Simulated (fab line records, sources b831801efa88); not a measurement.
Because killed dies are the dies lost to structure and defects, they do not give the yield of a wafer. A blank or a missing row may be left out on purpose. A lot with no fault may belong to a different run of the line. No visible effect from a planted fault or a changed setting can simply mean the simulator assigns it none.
fab line records    flow sky130
record: lots: 14  wafers: 42  last-day: 50
route steps=708 shown FIELD_ISO@24 SONOS_ONO@183 SD_N@350 LI_CONTACT@363
lots that met no fault: taken from a fault-free run of the same line
start-h: the number of hours between the record's first day and the start of the first shown wafer of the lot    wait-h: hours from the lot's prior step to this one    " identical to the entry in the row above    L1.1+2: a single row standing in for several wafers    - no value, or no start was given    * or withheld: withheld    < > ~ a bound
route shown NAME@n: a module of which the file shows steps, and the number in the route of the first    usual: average and standard deviation across the fault-free wafers    same: alike in all rows    chamber/n: place in a boat    sites: readings site by site    _std_site: standard deviation of those values    _edge_site: mean of outer sites minus mean of inner sites    radius-mm: how far each site lies from the wafer's centre    mask NAME#n: copy n    behind: the most recent tool/chamber to have shaped the wafer    hold: why the lot went on hold/how many hours it stayed there/how the hold came to an end    device: the n, p or np transistor that did not switch    end of line: at the end of the route, the tests of the same wafers    where a step has no rows: the recipe by itself    killed: dies lost to structure and defects at the first sort, not the wafer's yield    map: a wafer's dies, marking killed ones x, the rest . and places with no die _
set.NAME: the setting that was run; set.NAME@STEP: the one run at that earlier step    model.NAME: the simulator's own value behind a step, which no gauge read
the route's steps for a sample of lots (tables are steps, rows are wafers)
services: a tool's chamber out of use, with start hour (start-h, from the record's first day; less than 0 if before it), hours out, and reason
== steps ==
step: SKY_FIELD_ISO_THK_MEAS_23
recipe: reads: SiO2_of_FIELD_ISO_OXIDATION_22
usual: FIELD_ISO_OXIDATION_01_THK: 9.91/0.22
lot.wafer  tool           chamber  start-h  wait-h  FIELD_ISO_OXIDATION_01_THK[nm]
L784.1     film-metro-04  -        30.37    0.0     10.29
L784.3     "              -        "        "       10.37
L784.5     "              -        "        "       10.40
L787.2     film-metro-02  -        46.87    0.0     10.05
L787.3     "              -        "        "       9.89
L787.5     "              -        "        "       10.04
L788.1     film-metro-04  -        50.37    0.0     9.97
L788.2     "              -        "        "       9.90
L788.6     "              -        "        "       9.89
L797.4     film-metro-01  -        98.64    0.0     9.85
L797.5     "              -        "        "       9.81
L797.6     "              -        "        "       9.73
L798.1     film-metro-02  -        105.16   0.0     9.53
L798.3     "              -        "        "       9.68
L798.6     "              -        "        "       9.57
L799.3     film-metro-04  -        113.95   0.0     10.02
L799.4     "              -        "        "       9.82
L799.5     "              -        "        "       9.85
L800.3     film-metro-01  -        116.82   0.0     10.03
L800.4     "              -        "        "       10.17
L800.6     "              -        "        "       10.26
L801.1     film-metro-02  -        122.10   0.0     9.63
L801.4     "              -        "        "       9.69
L801.5     "              -        "        "       9.69
L802.3     film-metro-04  -        125.44   0.0     10.13
L802.4     "              -        "        "       10.01
L802.5     "              -        "        "       10.02
L803.3     film-metro-02  -        130.52   0.0     9.83
L803.4     "              -        "        "       9.93
L803.6     "              -        "        "       9.86
L804.1     film-metro-01  -        135.18   0.0     9.97
L804.3     "              -        "        "       9.86
L804.5     "              -        "        "       9.96
L805.1     film-metro-04  -        142.14   0.0     10.25
L805.4     "              -        "        "       10.15
L805.6     "              -        "        "       10.35
L806.1     film-metro-02  -        147.67   0.0     10.09
L806.5     "              -        "        "       10.10
L806.6     "              -        "        "       10.09
L807.3     film-metro-01  -        156.05   0.0     9.70
L807.4     "              -        "        "       9.55
L807.5     "              -        "        "       9.79
step: SKY_SONOS_ONO_ETCH_15
recipe: target-depth-nm: 19.52  chemistry: CHF3/O2  source-w: 600  bias-w: 200  pressure-mtorr: 40  chf3-flow-sccm: 50  O2_flow_sccm: 5  time-s: 7.8
usual: drypump-motor-current-A: 5.9/0.57  oes-product-au: 1.003/0.013  rf-fwd-power-W: 588.1/2.6  throttle-valve-pct: 8.825/0.01
lot.wafer  tool         chamber  start-h  wait-h  drypump-motor-current-A  oes-product-au  rf-fwd-power-W  rf-hours-counter-h  throttle-valve-pct
L784.1     rie-diel-01  2        284.06   0.0     5.8                      1.002           588.5           5                   8.830
L784.3     "            3        "        "       5.4                      0.996           587.9           29                  8.822
L784.5     "            2        "        "       5.9                      1.005           587.7           -                   8.813
L787.2     rie-diel-01  3        307.14   0.0     5.4                      1.010           586.5           30                  8.815
L787.3     "            2        "        "       5.9                      1.005           586.5           5                   8.818
L787.5     "            1        "        "       6.5                      1.018           -               -                   8.838
L788.1     rie-diel-01  1        311.00   0.0     6.5                      1.000           -               9                   8.819
L788.2     "            2        "        "       5.9                      0.996           587.0           5                   8.821
L788.6     "            1        "        "       6.5                      1.015           -               -                   8.826
L797.4     rie-diel-02  3        390.01   0.0     6.6                      1.007           589.5           75                  8.838
L797.5     "            2        "        "       5.4                      1.004           585.4           -                   8.829
L797.6     "            3        "        "       6.6                      1.018           587.2           -                   8.823
L798.1     rie-diel-01  1        397.00   0.0     6.5                      1.013           591.7           11                  8.812
L798.3     "            2        "        "       5.9                      1.000           592.8           6                   8.842
L798.6     "            3        "        "       5.4                      0.998           581.1           -                   8.808
L799.3     rie-diel-02  1        411.75   0.0     4.8                      0.990           591.6           6                   8.818
L799.4     "            3        "        "       6.6                      0.994           590.1           75                  8.815
L799.5     "            0        "        "       6.2                      1.004           593.1           -                   8.820
L800.3     rie-diel-01  0        418.11   0.0     6.1                      1.025           588.0           12                  8.833
L800.4     "            3        "        "       5.4                      1.015           584.0           32                  8.826
L800.6     "            1        "        "       6.5                      1.023           591.2           -                   8.847
L801.1     rie-diel-02  1        422.69   0.0     4.8                      0.991           587.9           6                   8.836
L801.4     "            3        "        "       6.6                      1.011           587.7           75                  8.809
L801.5     "            2        "        "       5.4                      0.987           585.6           -                   8.822
L802.3     rie-diel-04  1        428.30   0.0     5.0                      1.016           585.9           10                  8.820
L802.4     "            0        "        "       6.1                      1.001           586.7           6                   8.832
L802.5     "            1        "        "       5.0                      1.009           587.7           -                   8.827
L803.3     rie-diel-01  1        438.41   0.0     6.5                      1.010           587.7           12                  8.820
L803.4     "            1        "        "       6.5                      1.012           585.8           -                   8.813
L803.6     "            0        "        "       6.2                      1.008           589.3           -                   8.842
L804.1     rie-diel-02  1        446.60   0.0     4.8                      0.984           589.2           7                   8.822
L804.3     "            2        "        "       5.5                      0.988           581.5           2                   8.838
L804.5     "            3        "        "       6.7                      1.008           589.3           -                   8.841
L805.1     rie-diel-02  0        463.19   0.0     6.2                      0.993           592.9           60                  8.831
L805.4     "            1        "        "       4.8                      0.979           588.3           7                   8.819
L805.6     "            2        "        "       5.4                      0.987           583.4           -                   8.827
L806.1     rie-diel-04  2        477.11   0.0     5.9                      1.004           586.5           26                  8.821
L806.5     "            3        "        "       5.2                      0.975           587.0           -                   8.809
L806.6     "            0        "        "       6.1                      0.984           582.8           -                   8.820
L807.3     rie-diel-01  0        487.59   0.0     6.2                      1.023           586.5           13                  8.822
L807.4     "            2        "        "       5.9                      1.005           588.3           8                   8.828
L807.5     "            0        "        "       6.2                      1.020           588.1           -                   8.828
step: SKY_SONOS_ONO_STRIP_17
recipe: chemistry: O2/N2  power-w: 1400  pressure-mtorr: 1500  platen-temp-c: withheld  o2-flow-sccm: 3000  n2-flow-sccm: 300  overash-fraction: 0.5
usual: drypump-motor-current-A: 6.10/0.21  n2-flow-sccm: 299.9/0.84  oes-product-au: 0.710/0.0048  strip-time-to-endpoint-s: 14.11/0.035
lot.wafer  tool             chamber  start-h  wait-h  drypump-motor-current-A  n2-flow-sccm  oes-product-au  rf-hours-counter-h  strip-time-to-endpoint-s
L784.1     plasma-asher-03  1        284.17   0.0     6.19                     299.4         0.708           15                  14.07
L784.3     "                1        "        "       6.18                     299.2         0.712           -                   14.10
L784.5     "                0        "        "       5.71                     300.3         0.708           -                   14.06
L787.2     plasma-asher-02  1        307.25   0.0     6.35                     298.9         0.709           51                  14.13
L787.3     "                1        "        "       6.31                     300.6         0.702           -                   14.07
L787.5     "                1        "        "       6.34                     300.4         0.714           -                   14.23
L788.1     plasma-asher-04  0        311.11   0.0     6.24                     300.0         0.711           60                  14.29
L788.2     "                1        "        "       6.10                     301.7         0.708           60                  14.15
L788.6     "                1        "        "       6.09                     300.2         0.706           -                   14.28
L797.4     plasma-asher-02  0        390.15   0.0     6.12                     301.4         0.716           -                   14.12
L797.5     "                0        "        "       6.07                     299.5         0.704           -                   14.14
L797.6     "                1        "        "       6.34                     299.4         0.713           -                   14.06
L798.1     plasma-asher-04  0        397.10   0.0     6.25                     300.0         0.712           67                  14.12
L798.3     "                1        "        "       6.12                     299.0         0.708           -                   14.12
L798.6     "                0        "        "       6.25                     298.5         0.713           -                   14.12
L799.3     plasma-asher-03  0        411.90   0.0     5.71                     299.5         0.705           -                   14.10
L799.4     "                1        "        "       6.17                     299.5         0.705           -                   14.09
L799.5     "                1        "        "       6.19                     300.6         0.718           -                   14.08
L800.3     plasma-asher-03  1        418.25   0.0     6.18                     298.7         0.709           -                   14.16
L800.4     "                0        "        "       5.70                     299.6         0.709           -                   14.15
L800.6     "                0        "        "       5.69                     299.8         0.710           -                   14.12
L801.1     plasma-asher-03  0        422.79   0.0     5.71                     300.2         0.704           28                  14.13
L801.4     "                0        "        "       5.71                     300.1         0.705           -                   14.13
L801.5     "                1        "        "       6.17                     300.6         0.719           -                   14.14
L802.3     plasma-asher-02  0        428.44   0.0     6.07                     301.5         0.711           -                   14.12
L802.4     "                1        "        "       6.35                     300.0         0.713           -                   14.13
L802.5     "                0        "        "       6.03                     301.2         0.704           -                   14.11
L803.3     plasma-asher-03  0        438.56   0.0     5.72                     299.0         0.704           -                   14.03
L803.4     "                1        "        "       6.19                     299.3         0.717           -                   14.06
L803.6     "                1        "        "       6.19                     299.6         0.713           -                   14.12
L804.1     plasma-asher-02  1        446.71   0.0     6.33                     299.9         0.707           66                  14.06
L804.3     "                1        "        "       6.34                     301.0         0.711           -                   14.06
L804.5     "                0        "        "       6.07                     298.9         0.711           -                   14.09
L805.1     plasma-asher-03  0        463.29   0.0     5.71                     301.2         0.707           32                  14.13
L805.4     "                0        "        "       5.71                     299.7         0.705           -                   14.12
L805.6     "                0        "        "       5.71                     301.1         0.709           -                   14.10
L806.1     plasma-asher-02  0        477.22   0.0     6.10                     301.0         0.713           69                  14.08
L806.5     "                1        "        "       6.33                     302.4         0.709           -                   14.09
L806.6     "                0        "        "       6.09                     299.5         0.713           -                   14.14
L807.3     plasma-asher-04  0        487.73   0.0     6.24                     299.9         0.711           -                   14.07
L807.4     "                1        "        "       6.09                     300.6         0.715           -                   14.10
L807.5     "                1        "        "       6.10                     301.1         0.709           -                   14.05
step: SKY_SD_N_OVL_MEAS_08
usual: SD_N_OVL: 0.9/1.1
lot.wafer  tool        chamber  start-h  wait-h  SD_N_OVL[nm]
L784.1     overlay-01  -        647.71   0.1     1.1
L784.3     "           -        "        "       1.3
L784.5     "           -        "        "       3.7
L787.2     overlay-01  -        678.02   0.1     1.3
L787.3     "           -        "        "       -0.5
L787.5     "           -        "        "       0.8
L788.1     overlay-02  -        680.50   0.1     0.0
L788.2     "           -        "        "       -0.7
L788.6     "           -        "        "       -0.1
L797.4     overlay-02  -        759.22   0.1     0.6
L797.5     "           -        "        "       2.3
L797.6     "           -        "        "       3.0
L798.1     overlay-02  -        763.02   0.1     -1.0
L798.3     "           -        "        "       -0.2
L798.6     "           -        "        "       -1.3
L799.3     overlay-02  -        777.91   0.1     3.0
L799.4     "           -        "        "       1.7
L799.5     "           -        "        "       1.1
L800.3     overlay-01  -        785.21   0.1     2.0
L800.4     "           -        "        "       1.0
L800.6     "           -        "        "       1.4
L801.1     overlay-02  -        787.27   0.1     3.1
L801.4     "           -        "        "       0.3
L801.5     "           -        "        "       1.6
L802.3     overlay-01  -        789.32   0.1     1.1
L802.4     "           -        "        "       0.2
L802.5     "           -        "        "       1.9
L803.3     overlay-02  -        800.07   0.1     1.1
L803.4     "           -        "        "       -0.7
L803.6     "           -        "        "       1.0
L804.1     overlay-02  -        806.90   0.1     0.5
L804.3     "           -        "        "       -2.0
L804.5     "           -        "        "       1.2
L805.1     overlay-02  -        818.26   0.1     1.1
L805.4     "           -        "        "       0.5
L805.6     "           -        "        "       -1.3
L806.1     overlay-02  -        832.47   0.1     2.4
L806.5     "           -        "        "       -1.2
L806.6     "           -        "        "       0.0
L807.3     overlay-01  -        840.38   0.1     2.8
L807.4     "           -        "        "       0.8
L807.5     "           -        "        "       0.2
step: SKY_LI_CONTACT_THK_MEAS_01
recipe: reads: PSG_of_LI_CONTACT_HDPCVD_00
usual: LI_CONTACT_HDPCVD_THK: 934/14
lot.wafer  tool           chamber  start-h  wait-h  LI_CONTACT_HDPCVD_THK[nm]
L784.1     film-metro-03  -        648.91   0.1     955
L784.3     "              -        "        "       948
L784.5     "              -        "        "       948
L787.2     film-metro-03  -        679.22   0.1     956
L787.3     "              -        "        "       947
L787.5     "              -        "        "       927
L788.1     film-metro-01  -        681.70   0.1     928
L788.2     "              -        "        "       926
L788.6     "              -        "        "       912
L797.4     film-metro-01  -        760.44   0.0     916
L797.5     "              -        "        "       947
L797.6     "              -        "        "       941
L798.1     film-metro-03  -        764.24   0.1     934
L798.3     "              -        "        "       937
L798.6     "              -        "        "       931
L799.3     film-metro-02  -        779.17   0.1     948
L799.4     "              -        "        "       952
L799.5     "              -        "        "       917
L800.3     film-metro-03  -        786.42   0.1     932
L800.4     "              -        "        "       933
L800.6     "              -        "        "       925
L801.1     film-metro-03  -        788.48   0.1     943
L801.4     "              -        "        "       938
L801.5     "              -        "        "       946
L802.3     film-metro-01  -        790.53   0.1     916
L802.4     "              -        "        "       953
L802.5     "              -        "        "       941
L803.3     film-metro-01  -        801.30   0.1     945
L803.4     "              -        "        "       908
L803.6     "              -        "        "       949
L804.1     film-metro-02  -        808.15   0.1     931
L804.3     "              -        "        "       935
L804.5     "              -        "        "       925
L805.1     film-metro-03  -        819.46   0.1     932
L805.4     "              -        "        "       936
L805.6     "              -        "        "       936
L806.1     film-metro-02  -        833.67   0.1     946
L806.5     "              -        "        "       899
L806.6     "              -        "        "       945
L807.3     film-metro-03  -        841.59   0.1     906
L807.4     "              -        "        "       937
L807.5     "              -        "        "       903
== services ==
tool             chamber  start-h  hours  kind
rie-diel-01      2        291.94   5.5    repair
rie-diel-02      0        292.04   5.2    repair
rie-diel-01      3        301.54   4.8    repair
rie-diel-01      3        314.36   4.6    repair
rie-diel-02      3        314.55   7.2    repair
rie-diel-02      2        339.36   -      clean
rie-diel-02      2        339.36   15.1   scheduled-down
rie-diel-02      2        339.36   15.1   vent-cycle
plasma-asher-04  -        342.92   3.4    repair
plasma-asher-04  -        346.48   14.6   pm
rie-diel-02      0        353.46   2.4    repair
plasma-asher-03  -        373.65   14.6   pm
rie-diel-04      3        381.19   11.3   repair
rie-diel-01      -        413.18   2.8    pm
plasma-asher-04  -        421.25   9.0    pm
plasma-asher-04  0        421.25   9.0    vent-cycle
plasma-asher-04  1        421.25   9.0    vent-cycle
plasma-asher-04  0        430.25   -      clean
plasma-asher-04  1        430.25   -      clean
rie-diel-01      2        435.89   7.2    repair
rie-diel-01      0        442.65   9.2    repair
plasma-asher-04  -        471.61   11.1   repair
== key ==
first-sign: step: SKY_SONOS_ONO_STRIP_17  reading: strip-time-to-endpoint-s  direction: up  sigmas: 4.5  usual: *  struck: *
effect none on later readings
met-at SKY_SONOS_ONO_ETCH_15
struck-lots L787,L788
struck-wafers L787.5,L788.1,L788.6
sort-left-out L787.5
tester-left-out L787,L788
not-acting-at SKY_FIELD_ISO_THK_MEAS_23,SKY_SD_N_OVL_MEAS_08,SKY_LI_CONTACT_THK_MEAS_01
fault: kind: process-parameter-drift  tool: rie-diel-01  chamber: 1  onset-h: 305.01  steps: SKY_SONOS_ONO_ETCH_15  channel: time-s  offset: *  shape: step  end-h: 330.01  acts-in: *  stated: *
tester-left-out: of these lots the tester's yield and bins aren't shown, on N5 and GAA mostly nor the transistor test; their killed dies are dies lost to structure and defects alone, not to doping, threshold or leakage, so they don't give the yield
sort-left-out: the simulated sort isn't trusted on such a fault, so these wafers' sort isn't shown, and their yield isn't known
